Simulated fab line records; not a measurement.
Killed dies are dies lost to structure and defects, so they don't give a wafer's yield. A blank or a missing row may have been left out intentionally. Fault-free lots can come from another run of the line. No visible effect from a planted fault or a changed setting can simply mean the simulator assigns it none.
Comparing a struck lot with a sound one | flow sfqLine | 43 steps out of a route of 325
Sound: these wafers, L994.1, L994.2, L994.5. Wafers L990.1, L990.2, L990.4 were the ones struck. The cause is named last.
Order at every step that has rows: each side's tool, ch and its chambers, its first start. Under that, the readings that differ: sound wafers | struck wafers | difference of the means | sigmas: that difference in standard deviations of wafers without a fault.
alike: readings whose means differ by less than 2 such deviations, and words and numbers that are the same on both sides. not compared: withheld readings, readings that some wafer has no value for, bounds like >300 that may hide the same value, and numbers for which the record gives no deviation and whose values overlap.
The two part at a step that has a row with sigmas, a row that says differs or no value, or rows on one side only. When numbers do not overlap yet have no deviation, they are printed without sigmas and do not part them. A reading missing from all wafers of one side parts the sides only when that side holds two or more wafers.

first, 3 steps without rows for these wafers: SFQ_TRILAYER_M5_STRIP_SOLV_CLEAN_128 (cleans in NMP, time 600 s); SFQ_TRILAYER_A5B_DEP_PECVD_129 (deposits SiO2 from SiH4/N2O, time 133.33 s, target thk 600 nm); SFQ_TRILAYER_A5B_CMP_CMP_130 (polishes, stops on Nb, target thk 340.7 nm).
SFQ_TRILAYER_A5B_METRO_MEASURE_131:
  sound on filmMetro-03, day 61 22:05; struck on filmMetro-02, day 61 05:38
  alike: thkNm
SFQ_TRILAYER_R5_DEP_SPUTTER_132: material Ti, target thk 5 nm, time 5 s.
  sound on pvdSputter-03, day 61 23:17; struck on pvdSputter-03, day 61 06:50
  alike: cathodeDcPowerW, throttleValvePct
SFQ_TRILAYER_R5_DEP_SPUTTER_133: material MoNx, target thk 40 nm, time 66.7 s.
  sound on pvdSputter-03, day 61 23:18; struck on pvdSputter-03, day 61 06:51
  alike: cathodeDcPowerW, throttleValvePct
then, 1 step without rows for these wafers: SFQ_TRILAYER_R5_DEP_SPUTTER_134 (material Ti, target thk 5 nm, time 5 s).
SFQ_R5_RS_MEAS_933: measures by four-point-probe.
  sound on filmMetro-04, day 61 23:22; struck on filmMetro-03, day 61 06:55
  alike: R5_MONX_RS
SFQ_R5_THK_MEAS_934: measures by xrf.
  sound on filmMetro-04, day 61 23:29; struck on filmMetro-03, day 61 07:02
  alike: R5_MONX_THK
then, 3 steps without rows for these wafers: SFQ_TRILAYER_R5_LITHO_COAT_141 (resist thk 62 nm); SFQ_TRILAYER_R5_LITHO_COAT_136 (resist thk 600 nm); SFQ_TRILAYER_R5_LITHO_SOFTBAKE_140.
-- the record jumps here: 5 days lie between the struck wafers' starts before and after --
SFQ_TRILAYER_R5_LITHO_EXPOSE_137: exposes mask R5, target cd 500 nm.
  sound on krfScanner-02 ch 0, day 66 22:17; struck on krfScanner-01 ch 0, day 66 05:47
reading           | sound                | struck               | difference | sigmas
exposureDoseMJCm2 | 14.371 14.379 14.388 | 13.515 13.531 13.539 | -0.851     | -65
  alike: mask, stageVelMmS
then, 2 steps without rows for these wafers: SFQ_TRILAYER_R5_LITHO_PEB_139 (peb time 60 s); SFQ_TRILAYER_R5_LITHO_DEVELOP_138 (time 60 s).
SFQ_R5_OVL_MEAS_935:
  sound on overlay-01, day 66 23:47; struck on overlay-01, day 66 07:17
reading     | sound | struck   | difference | sigmas
R5_OVL (nm) | 9 8 7 | 2 -3 -10 | -12        | -2
SFQ_TRILAYER_R5_BARC_OPEN_METAL_ETCH_177: etches BARC in O2, target depth 125 nm, time 41.7 s.
  sound on rieMetal-02 ch 1, day 66 23:49; struck on rieMetal-03 ch 0,1, day 66 07:19
reading            | sound             | struck            | difference | sigmas
model.R5.cdNm (nm) | 491.8 492.3 490.9 | 501.1 503.4 503.1 | +10.9      | 
  alike: drypumpMotorCurrentA, heBacksideLeakSccm, oesProductAu
  not compared: rfHoursCounterH
SFQ_TRILAYER_R5_ETCH_METAL_ETCH_139: etches the open film in Cl2, stops on SiO2, target depth 60 nm, time 40 s.
  sound on rieMetal-02 ch 1, day 66 23:56; struck on rieMetal-03 ch 0,1, day 66 07:22
reading            | sound           | struck            | difference | sigmas
model.R5.cdNm (nm) | 492.2 492.7 491 | 500.4 503.1 502.9 | +10.2      | 
  alike: drypumpMotorCurrentA, heBacksideLeakSccm, oesProductAu
  not compared: rfHoursCounterH
SFQ_TRILAYER_R5_STRIP_STRIP_140: strips in O2.
  sound on rieMetal-02 ch 1, day 67 00:04; struck on rieMetal-03 ch 0,1, day 66 07:26
  alike: drypumpMotorCurrentA, heBacksideLeakSccm, oesProductAu, platenTempC
  not compared: rfHoursCounterH
then, 1 step without rows for these wafers: SFQ_TRILAYER_R5_STRIP_SOLV_CLEAN_141 (cleans in NMP, time 600 s).
SFQ_TRILAYER_A5C_DEP_PECVD_142: deposits SiO2 from SiH4/N2O, time 15.556 s, target thk 70 nm.
  sound on pecvd-02 ch 0,1, day 67 01:26; struck on pecvd-04 ch 0,2, day 66 08:13
reading          | sound    | struck   | difference | sigmas
heaterPowerW (W) | 98 88 99 | 70 87 71 | -19        | -2
  alike: showerheadVppV, throttleValvePct
  not compared: sinceWetCleanH
then, 6 steps without rows for these wafers: SFQ_TRILAYER_I5_LITHO_COAT_149 (resist thk 62 nm); SFQ_TRILAYER_I5_LITHO_COAT_144 (resist thk 650 nm); SFQ_TRILAYER_I5_LITHO_SOFTBAKE_148; SFQ_TRILAYER_I5_LITHO_EXPOSE_145 (exposes mask I5, target cd 700 nm); SFQ_TRILAYER_I5_LITHO_PEB_147 (peb time 60 s); SFQ_TRILAYER_I5_LITHO_DEVELOP_146 (time 60 s).
SFQ_I5_OVL_MEAS_936:
  sound on overlay-02, day 67 03:43; struck on overlay-02, day 66 11:38
  alike: I5_OVL
then, 10 steps without rows for these wafers: SFQ_TRILAYER_I5_BARC_OPEN_VIA_ETCH_200 (etches BARC in O2, target depth 125 nm, time 41.7 s); SFQ_TRILAYER_I5_ETCH_VIA_ETCH_147 (etches the open film in CHF3, stops on Nb, target depth 360 nm); SFQ_TRILAYER_I5_STRIP_STRIP_148 (strips in O2); SFQ_TRILAYER_I5_STRIP_SOLV_CLEAN_149 (cleans in NMP, time 600 s); SFQ_TRILAYER_C5_LITHO_COAT_156 (resist thk 62 nm); SFQ_TRILAYER_C5_LITHO_COAT_151 (resist thk 650 nm); SFQ_TRILAYER_C5_LITHO_SOFTBAKE_155; SFQ_TRILAYER_C5_LITHO_EXPOSE_152 (exposes mask C5, target cd 500 nm); SFQ_TRILAYER_C5_LITHO_PEB_154 (peb time 60 s); SFQ_TRILAYER_C5_LITHO_DEVELOP_153 (time 60 s).
-- the record jumps here: 5 days lie between the struck wafers' starts before and after --
SFQ_C5_OVL_MEAS_937:
  sound on overlay-01, day 71 22:22; struck on overlay-02, day 71 07:43
  alike: C5_OVL
then, 3 steps without rows for these wafers: SFQ_TRILAYER_C5_BARC_OPEN_VIA_ETCH_210 (etches BARC in O2, target depth 125 nm, time 41.7 s); SFQ_TRILAYER_C5_ETCH_VIA_ETCH_154 (etches SiO2 in CHF3, stops on Nb, target depth 84 nm); SFQ_TRILAYER_C5_STRIP_STRIP_155 (strips in O2).
-- the record jumps here: 13 days lie between the struck wafers' starts before and after --
SFQ_M8_BOW_MEAS_951:
  sound on filmMetro-02, day 87 12:20; struck on filmMetro-02, day 84 15:13
reading              | sound             | struck            | difference | sigmas
model.etest.r5.ohmUm | 14.31 14.41 14.43 | 14.08 14.18 14.01 | -0.29      | 
  alike: M8_BOW

## WHERE THEY PART
At SFQ_TRILAYER_R5_LITHO_EXPOSE_137 first; at SFQ_TRILAYER_A5C_DEP_PECVD_142 last (within this record only). Later steps at which nothing parts them and some readings are alike: SFQ_I5_OVL_MEAS_936, SFQ_C5_OVL_MEAS_937, SFQ_M8_BOW_MEAS_951.

WHY: what had been put in by the simulator
Drift in process parameters on krfScanner-01 at SFQ_TRILAYER_R5_LITHO_EXPOSE_137, starting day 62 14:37. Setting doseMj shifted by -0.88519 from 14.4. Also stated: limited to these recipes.
